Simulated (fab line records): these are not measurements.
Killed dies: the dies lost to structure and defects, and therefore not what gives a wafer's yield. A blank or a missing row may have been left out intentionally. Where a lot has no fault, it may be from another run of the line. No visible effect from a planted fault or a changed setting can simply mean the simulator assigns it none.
fab line records	flow sky130
record: lots: 6	wafers: 18	last_day: 49
route steps=708 shown METAL1@440 PAD_OPEN@708
lots that met no fault: taken from a fault-free run of the same line
start_h: start of the lot's first displayed wafer, in hours after the record's first day	wait_h: how many hours have passed since the lot's step before this one	" unchanged from the row above	L1.1+2: a single row standing in for several wafers	- either no value or no given start	* or withheld: withheld	< > ~ a bound
route shown NAME@n: a module of which the file shows steps, and the number in the route of the first	usual: mean/standard deviation taken from wafers without a fault	same: alike in all rows	chamber/n: place in a boat	sites: per-site readings	_std_site: standard deviation across them	_edge_site: inner sites' mean taken away from outer sites' mean	radius_mm: for every site, how far away it sits from the centre of the wafer	mask NAME#n: copy n	behind: the most recent tool/chamber to have shaped the wafer	hold: cause of the lot's hold/its duration in hours/its outcome	device: whichever transistor did not switch (one of n, p or np)	end of line: tests run on the same wafers once the route is complete	a step without rows: its recipe alone	killed: dies lost to structure and defects at the first sort, not the wafer's yield	map: per-die view of a wafer (x killed, . not killed, _ where there is no die)
set.NAME: the setting as run; set.NAME@STEP: as run at that earlier step	model.NAME: the simulator's own value behind a step, which no gauge read
lots at selected steps of the route; one table per step, one row per wafer
services: when a tool's chamber went out of use (start_h, in hours from the record's first day, below 0 if earlier), for how many hours, and the reason
== steps ==
step: SKY_METAL1_THK_MEAS_06
recipe: thk_meas_gauge: xrf	reads: AlCu_of_METAL1_SPUTTER_02
usual: METAL1_ALCU_THK: 248/3.2
lot.wafer	tool	chamber	start_h	wait_h	METAL1_ALCU_THK[nm]
L921.1	film_metro-03	-	764.39	0.1	248
L921.2	"	-	"	"	248
L921.6	"	-	"	"	247
L922.1	film_metro-03	-	772.33	0.1	248
L922.2	"	-	"	"	242
L922.4	"	-	"	"	243
L926.4	film_metro-02	-	807.23	0.1	249
L926.5	"	-	"	"	248
L926.6	"	-	"	"	249
L933.1	film_metro-04	-	849.02	0.1	251
L933.3	"	-	"	"	246
L933.4	"	-	"	"	253
L934.1	film_metro-04	-	865.87	0.1	246
L934.3	"	-	"	"	248
L934.4	"	-	"	"	255
L937.1	film_metro-02	-	883.09	0.1	244
L937.4	"	-	"	"	245
L937.6	"	-	"	"	244
step: SKY_METAL1_DEHYDRATE_07
recipe: temp_c: 200	time_s: 60
step: SKY_METAL1_HMDS_08
recipe: prime_time_s: 60	prime_temp_c: 120
step: SKY_METAL1_COAT_09
recipe: resist: BARC	temp_c: withheld	time_s: withheld	spin_rpm: 3000	resist_thk_nm: 60
step: SKY_METAL1_COAT_10
recipe: resist: KrF-thick	spin_rpm: 3000	resist_thk_nm: 450
step: SKY_METAL1_SOFTBAKE_11
recipe: temp_c: 100	time_s: 90	resist: KrF-thick
step: SKY_METAL1_EXPOSE_12
recipe: mask_id: MM1	na: 0.8	source_shape: annular	sigma_inner: 0.55	sigma_outer: 0.85	target_cd_nm: 140	dose_mj: 28
step: SKY_METAL1_PEB_13
recipe: peb_temp_c: withheld	peb_time_s: withheld	resist: KrF-thick
step: SKY_METAL1_DEVELOP_14
recipe: develop_time_s: 60	resist: KrF-thick	dev_temp_c: 21
step: SKY_METAL1_CD_MEAS_15
recipe: target_cd_nm: 140
usual: cd_nm: 139.5/1.8
lot.wafer	tool	chamber	start_h	wait_h	cd_nm
L921.1	cd_sem-01	-	790.67	-	139.7
L921.2	"	-	"	"	139.2
L921.6	"	-	"	"	140.6
L922.1	cd_sem-02	-	798.77	-	140.0
L922.2	"	-	"	"	139.5
L922.4	"	-	"	"	139.8
L926.4	cd_sem-01	-	833.94	-	139.8
L926.5	"	-	"	"	139.3
L926.6	"	-	"	"	138.3
L933.1	cd_sem-02	-	873.28	-	142.1
L933.3	"	-	"	"	142.6
L933.4	"	-	"	"	140.2
L934.1	cd_sem-01	-	891.68	-	139.2
L934.3	"	-	"	"	139.6
L934.4	"	-	"	"	140.6
L937.1	cd_sem-02	-	908.23	-	137.8
L937.4	"	-	"	"	138.9
L937.6	"	-	"	"	139.4
step: SKY_METAL1_OVL_MEAS_16
usual: METAL1_OVL: -1/4.7
lot.wafer	tool	chamber	start_h	wait_h	METAL1_OVL[nm]
L921.1	overlay-01	-	790.79	0.1	2
L921.2	"	-	"	"	-18
L921.6	"	-	"	"	-7
L922.1	overlay-01	-	798.89	0.1	-5
L922.2	"	-	"	"	-4
L922.4	"	-	"	"	-4
L926.4	overlay-01	-	834.02	0.1	1
L926.5	"	-	"	"	1
L926.6	"	-	"	"	-4
L933.1	overlay-01	-	873.40	0.1	-3
L933.3	"	-	"	"	3
L933.4	"	-	"	"	3
L934.1	overlay-01	-	891.80	0.1	-2
L934.3	"	-	"	"	0
L934.4	"	-	"	"	-1
L937.1	overlay-02	-	908.35	0.1	-7
L937.4	"	-	"	"	-3
L937.6	"	-	"	"	-2
step: SKY_METAL1_DESCUM_17
recipe: chemistry: O2	source_power_w: 150	bias_power_w: 0	pressure_mtorr: 10	temp_c: 40	time_s: 8
usual: drypump_motor_current_A: 5.9/0.43	oes_product_au: 1.001/0.014
lot.wafer	tool	chamber	start_h	wait_h	drypump_motor_current_A	oes_product_au	rf_hours_counter_h
L921.1	rie_metal-01	1	790.83	0.0	6.0	0.977	13
L921.2	"	0	"	"	5.4	1.004	4
L921.6	"	1	"	"	6.1	0.983	-
L922.1	rie_metal-03	1	798.93	0.0	6.2	1.004	12
L922.2	"	0	"	"	6.4	1.005	6
L922.4	"	1	"	"	6.1	1.006	-
L926.4	rie_metal-03	0	834.05	0.0	6.4	1.007	-
L926.5	"	1	"	"	6.2	0.987	-
L926.6	"	0	"	"	6.4	1.002	-
L933.1	rie_metal-01	0	873.44	0.0	5.4	1.011	8
L933.3	"	0	"	"	5.4	1.020	-
L933.4	"	1	"	"	6.1	0.998	-
L934.1	rie_metal-01	0	891.84	0.0	5.3	0.999	8
L934.3	"	1	"	"	6.0	1.006	-
L934.4	"	0	"	"	5.3	1.021	-
L937.1	rie_metal-02	0	908.38	0.0	6.0	1.020	9
L937.4	"	0	"	"	5.9	1.024	-
L937.6	"	0	"	"	5.9	1.018	-
step: SKY_METAL1_ETCH_18
recipe: chemistry: N2/H2	target: BARC	ion_energy_ev: 200	bias_w: 100	pressure_mtorr: 30	n2_flow_sccm: 100	h2_flow_sccm: 200	icp_w: 500	stop_on: SiO2	time_s: 45.9	target_depth_a: 600
usual: bias_w: 100.0/0.33	drypump_motor_current_A: 5.9/0.43	n2_flow_sccm: 100.0/0.33	oes_product_au: 0.855/0.0045	throttle_valve_pct: 13.226/0.0084
lot.wafer	tool	chamber	start_h	wait_h	bias_w	drypump_motor_current_A	n2_flow_sccm	oes_product_au	rf_hours_counter_h	throttle_valve_pct
L921.1	rie_metal-01	1	790.86	0.0	100.6	6.1	100.1	0.850	13	13.198
L921.2	"	0	"	"	99.8	5.4	99.8	0.847	4	13.211
L921.6	"	1	"	"	100.4	6.1	99.5	0.852	-	13.222
L922.1	rie_metal-03	1	798.96	0.0	100.0	6.2	100.6	0.856	12	13.225
L922.2	"	0	"	"	100.0	6.4	98.9	0.855	6	13.222
L922.4	"	1	"	"	100.4	6.2	100.4	0.859	-	13.223
L926.4	rie_metal-03	0	834.09	0.0	100.2	6.4	99.4	0.856	-	13.230
L926.5	"	1	"	"	100.4	6.2	100.3	0.851	-	13.230
L926.6	"	0	"	"	100.3	6.5	99.9	0.855	-	13.225
L933.1	rie_metal-01	0	873.48	0.0	89.4	5.3	100.1	0.848	8	13.218
L933.3	"	0	"	"	89.4	5.3	100.0	0.842	-	13.222
L933.4	"	1	"	"	100.2	6.0	99.8	0.856	-	13.231
L934.1	rie_metal-01	0	891.87	0.0	89.0	5.4	100.1	0.853	8	13.218
L934.3	"	1	"	"	99.9	6.1	99.7	0.852	-	13.229
L934.4	"	0	"	"	89.8	5.4	100.3	0.857	-	13.229
L937.1	rie_metal-02	0	908.41	0.0	99.5	6.0	100.1	0.854	9	13.238
L937.4	"	0	"	"	99.3	6.0	100.4	0.854	-	13.232
L937.6	"	0	"	"	99.6	6.0	100.0	0.857	-	13.222
step: SKY_METAL1_METAL_ETCH_19
recipe: target_depth_a: 3600	stop_on: SiO2	over_etch_frac: 0.3	time_s: 78	chemistry: Cl2/BCl3	resist_sidewall_deg: 88	pressure_mtorr: 10	icp_w: 900	bias_w: 48.5	Cl2_flow_sccm: 60	bcl3_flow_sccm: 30
usual: bcl3_flow_sccm: 29.99/0.097	bias_w: 48.49/0.13	drypump_motor_current_A: 5.9/0.43	oes_product_au: 0.852/0.006	throttle_valve_pct: 22.264/0.0096
same: over_etch_frac: 0.3
lot.wafer	tool	chamber	start_h	wait_h	bcl3_flow_sccm	bias_w	drypump_motor_current_A	oes_product_au	rf_hours_counter_h	throttle_valve_pct
L921.1	rie_metal-01	1	790.93	0.0	29.95	48.50	6.1	0.853	13	22.266
L921.2	"	0	"	"	30.07	48.64	5.3	0.853	4	22.264
L921.6	"	1	"	"	29.93	48.57	6.0	0.851	-	22.258
L922.1	rie_metal-03	1	799.03	0.0	29.85	48.66	6.1	0.852	12	22.272
L922.2	"	0	"	"	29.80	48.54	6.4	0.853	6	22.271
L922.4	"	1	"	"	30.02	48.43	6.2	0.844	-	22.254
L926.4	rie_metal-03	0	834.16	0.1	30.14	48.50	6.4	0.853	-	22.255
L926.5	"	1	"	"	30.15	48.35	6.1	0.851	-	22.281
L926.6	"	0	"	"	30.08	48.56	6.4	0.851	-	22.246
L933.1	rie_metal-01	0	873.56	0.1	29.90	48.53	5.3	0.847	8	22.260
L933.3	"	0	"	"	29.77	48.37	5.3	0.845	-	22.259
L933.4	"	1	"	"	30.09	48.59	6.0	0.850	-	22.269
L934.1	rie_metal-01	0	891.93	0.0	29.93	48.50	5.3	0.853	8	22.266
L934.3	"	1	"	"	30.00	48.39	6.0	0.843	-	22.282
L934.4	"	0	"	"	29.99	48.41	5.3	0.857	-	22.261
L937.1	rie_metal-02	0	908.48	0.0	29.95	48.63	5.9	0.847	9	22.258
L937.4	"	0	"	"	30.04	48.57	6.0	0.844	-	22.277
L937.6	"	0	"	"	30.03	48.36	5.9	0.858	-	22.268
step: SKY_PAD_OPEN_PROBE_99
usual: defect_limited_yield: 82.9/2.2	killed_at_M0_to_M3: 42/7	killed_at_M4_up: 2.8/1.8	killed_at_contacts: 24/5.8	killed_at_front_end: 15/4.8	killed_at_other: 0.3/0.56	killed_dies: 84/11	killed_open: 46/7.8	killed_short: 38/6.3	sort_bin_3_pad_short: 0.8/0.43	sort_bin_5_function: 10.2/1.6	sort_bin_6_memory: 6.0/1.1	sort_n_pass: 408/11	sort_yield_pct: 82.9/2.2
same: gross_dies: 492	killed_at_back_side: 0	sort_bin_4_leakage[%]: 0	sort_bin_8_speed[%]: 0
lot.wafer	tool	chamber	start_h	wait_h	defect_limited_yield[%]	killed_at_M0_to_M3	killed_at_M4_up	killed_at_contacts	killed_at_front_end	killed_at_other	killed_dies	killed_open	killed_short	sort_bin_3_pad_short[%]	sort_bin_5_function[%]	sort_bin_6_memory[%]	sort_n_pass	sort_yield_pct[%]
L921.1	prober-02	-	1096.35	0.1	83.3	44	5	26	7	0	82	49	33	0.4	12.4	3.9	410	83.3
L921.2	prober-02	-	1096.40	0.1	82.5	46	3	27	10	0	86	49	37	1.0	11.2	5.3	406	82.5
L921.6	prober-02	-	1096.60	0.2	81.5	50	7	22	12	0	91	51	40	2.0	10.6	5.9	401	81.5
L922.1	prober-01	-	1103.30	0.1	84.1	38	4	15	20	1	78	37	40	1.0	9.8	5.1	414	84.1
L922.2	prober-01	-	1103.35	0.1	83.5	41	3	20	17	0	81	49	32	0.8	9.6	6.1	411	83.5
L922.4	prober-01	-	1103.45	0.2	83.5	43	3	25	9	1	81	51	29	0.6	11.8	4.1	411	83.5
L926.4	prober-01	-	1127.20	0.2	81.1	50	1	23	19	0	93	50	43	0.8	12.6	5.5	399	81.1
L926.5	prober-01	-	1127.25	0.2	82.9	39	2	26	17	0	84	45	38	0.8	10.4	5.9	408	82.9
L926.6	prober-01	-	1127.30	0.2	87.8	32	3	16	9	0	60	30	30	0.4	7.9	3.9	432	87.8
L933.1	prober-02	-	1158.73	0.1	86.0	35	2	19	13	0	69	38	31	0.4	8.1	5.5	423	86.0
L933.3	prober-02	-	1158.83	0.2	84.3	38	2	22	15	0	77	43	34	0.6	9.8	5.3	415	84.3
L933.4	prober-02	-	1158.88	0.2	83.3	37	4	25	16	0	82	38	44	0.6	10.0	6.1	410	83.3
L934.1	prober-01	-	1170.59	0.1	80.7	53	6	25	11	0	95	55	40	0.8	11.0	7.5	397	80.7
L934.3	prober-01	-	1170.69	0.2	82.3	40	1	35	11	0	87	49	37	1.4	9.3	6.9	405	82.3
L934.4	prober-01	-	1170.74	0.2	84.8	38	4	20	13	0	75	34	41	1.8	6.7	6.7	417	84.8
L937.1	prober-02	-	1182.35	0.1	84.8	33	1	24	16	1	75	50	25	0.4	9.8	5.1	417	84.8
L937.4	prober-02	-	1182.50	0.2	82.9	44	0	22	18	0	84	49	35	1.2	7.9	7.9	408	82.9
L937.6	prober-02	-	1182.60	0.2	81.1	40	4	24	24	1	93	44	49	1.0	11.2	6.7	399	81.1
killed by level:class
L921.1 CONTACT:geometric_particle:open=13 VIA1:geometric_particle:open=11 VIA3:geometric_particle:open=7 LI_CONTACT:geometric_particle:open=5 METAL2:geometric_particle:short=5 VIA2:geometric_particle:open=5 LOCAL_INTERCONNECT:geometric_particle:short=4 METAL4:geometric_particle:short=4
L921.2 VIA3:geometric_particle:open=10 VIA1:geometric_particle:open=8 LOCAL_INTERCONNECT:geometric_particle:short=8 CONTACT:geometric_particle:open=8 METAL1:geometric_particle:short=7 VIA2:geometric_particle:open=7 CONTACT:geometric_particle:short=5 POLY_GATE:geometric_particle:open=3
L921.6 CONTACT:geometric_particle:open=12 VIA2:geometric_particle:open=11 VIA1:geometric_particle:open=7 VIA3:geometric_particle:open=7 METAL4:geometric_particle:short=7 METAL1:geometric_particle:short=6 LI_CONTACT:geometric_particle:open=5 METAL2:geometric_particle:short=5
L922.1 VIA1:geometric_particle:short=10 VIA2:geometric_particle:open=7 FIELD_ISO:geometric_particle:short=6 FIELD_ISO:geometric_particle:open=6 VIA1:geometric_particle:open=6 POLY_GATE:geometric_particle:open=5 LOCAL_INTERCONNECT:geometric_particle:short=5 CONTACT:geometric_particle:open=4
L922.2 VIA3:geometric_particle:open=10 VIA1:geometric_particle:open=9 POLY_GATE:geometric_particle:open=7 LI_CONTACT:geometric_particle:open=6 VIA2:geometric_particle:open=5 LOCAL_INTERCONNECT:geometric_particle:short=5 CONTACT:geometric_particle:open=5 METAL1:geometric_particle:short=4
L922.4 VIA2:geometric_particle:open=9 CONTACT:geometric_particle:open=8 VIA1:geometric_particle:open=8 METAL2:geometric_particle:short=8 CONTACT:geometric_particle:short=6 LI_CONTACT:geometric_particle:open=6 METAL1:geometric_particle:open=5 LOCAL_INTERCONNECT:geometric_particle:short=3
L926.4 LI_CONTACT:geometric_particle:open=11 VIA1:geometric_particle:open=10 VIA2:geometric_particle:open=8 VIA3:geometric_particle:open=7 VIA1:geometric_particle:short=6 POLY_GATE:geometric_particle:short=5 METAL2:geometric_particle:short=5 VIA3:geometric_particle:short=5
L926.5 CONTACT:geometric_particle:open=10 VIA1:geometric_particle:open=7 LI_CONTACT:geometric_particle:open=6 VIA3:geometric_particle:open=6 VIA2:geometric_particle:open=6 CONTACT:geometric_particle:short=5 VIA2:geometric_particle:short=5 FIELD_ISO:geometric_particle:short=4
L926.6 VIA1:geometric_particle:open=9 VIA2:geometric_particle:open=9 CONTACT:geometric_particle:short=6 LI_CONTACT:geometric_particle:open=4 POLY_GATE:geometric_particle:short=3 CONTACT:geometric_particle:open=3 VIA1:geometric_particle:short=3 VIA2:geometric_particle:short=3
L933.1 VIA1:geometric_particle:open=10 CONTACT:geometric_particle:open=7 LI_CONTACT:geometric_particle:open=5 FIELD_ISO:geometric_particle:short=5 VIA1:geometric_particle:short=5 POLY_GATE:geometric_particle:short=4 VIA2:geometric_particle:open=4 VIA3:geometric_particle:open=4
L933.3 VIA1:geometric_particle:open=14 CONTACT:geometric_particle:open=10 LI_CONTACT:geometric_particle:open=5 METAL2:geometric_particle:short=5 VIA1:geometric_particle:short=4 VIA2:geometric_particle:open=4 FIELD_ISO:geometric_particle:open=3 FIELD_ISO:geometric_particle:short=3
L933.4 CONTACT:geometric_particle:short=9 VIA1:geometric_particle:open=7 VIA3:geometric_particle:open=7 LI_CONTACT:geometric_particle:open=6 CONTACT:geometric_particle:open=5 VIA1:geometric_particle:short=5 POLY_GATE:geometric_particle:short=4 LI_CONTACT:geometric_particle:short=4
L934.1 VIA1:geometric_particle:open=16 CONTACT:geometric_particle:open=8 LOCAL_INTERCONNECT:geometric_particle:short=7 METAL2:geometric_particle:short=7 VIA3:geometric_particle:open=7 VIA1:geometric_particle:short=6 LI_CONTACT:geometric_particle:open=5 METAL4:geometric_particle:short=4
L934.3 CONTACT:geometric_particle:open=16 METAL2:geometric_particle:short=11 LI_CONTACT:geometric_particle:open=8 POLY_GATE:geometric_particle:open=5 VIA1:geometric_particle:open=5 VIA3:geometric_particle:open=5 LOCAL_INTERCONNECT:geometric_particle:short=4 CONTACT:geometric_particle:short=4
L934.4 FIELD_ISO:geometric_particle:short=8 VIA1:geometric_particle:open=7 LI_CONTACT:geometric_particle:open=6 VIA2:geometric_particle:open=5 CONTACT:geometric_particle:short=5 METAL2:geometric_particle:short=5 CONTACT:geometric_particle:open=4 VIA3:geometric_particle:short=4
L937.1 CONTACT:geometric_particle:open=10 VIA1:geometric_particle:open=8 LI_CONTACT:geometric_particle:open=7 FIELD_ISO:geometric_particle:open=5 METAL2:geometric_particle:short=5 VIA2:geometric_particle:open=5 POLY_GATE:geometric_particle:short=4 LI_CONTACT:geometric_particle:short=3
L937.4 VIA1:geometric_particle:open=11 VIA3:geometric_particle:open=10 LI_CONTACT:geometric_particle:open=8 CONTACT:geometric_particle:open=6 METAL2:geometric_particle:short=5 FIELD_ISO:geometric_particle:open=4 VIA1:geometric_particle:short=4 POLY_GATE:geometric_particle:open=4
L937.6 CONTACT:geometric_particle:open=9 CONTACT:geometric_particle:short=7 VIA2:geometric_particle:open=7 VIA3:geometric_particle:short=7 FIELD_ISO:geometric_particle:short=6 FIELD_ISO:geometric_particle:open=6 LI_CONTACT:geometric_particle:open=5 VIA1:geometric_particle:short=5
== services ==
tool	chamber	start_h	hours	kind
rie_metal-01	0	795.13	8.4	repair
rie_metal-02	-	819.87	4.3	pm
rie_metal-01	1	852.08	-	clean
rie_metal-01	1	852.08	20.0	scheduled_down
rie_metal-01	1	852.08	20.0	vent_cycle
rie_metal-02	-	875.61	0.7	repair
== key ==
first_sign: step: SKY_METAL1_ETCH_18	reading: bias_w	direction: down	sigmas: 33	usual: 100.0	struck: 89.4
effect none on later readings
met_at SKY_METAL1_ETCH_18
struck_wafers L933.1,L933.3,L934.1,L934.4
onset_between 790.86 873.48
fault: kind: process_parameter_drift	tool: rie_metal-01	chamber: 0	onset_h: 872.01	steps: SKY_METAL1_ETCH_18	channel: bias_w	offset: -10.834	shape: step	end_h: 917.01	acts_in: these_recipes_only	stated: 100
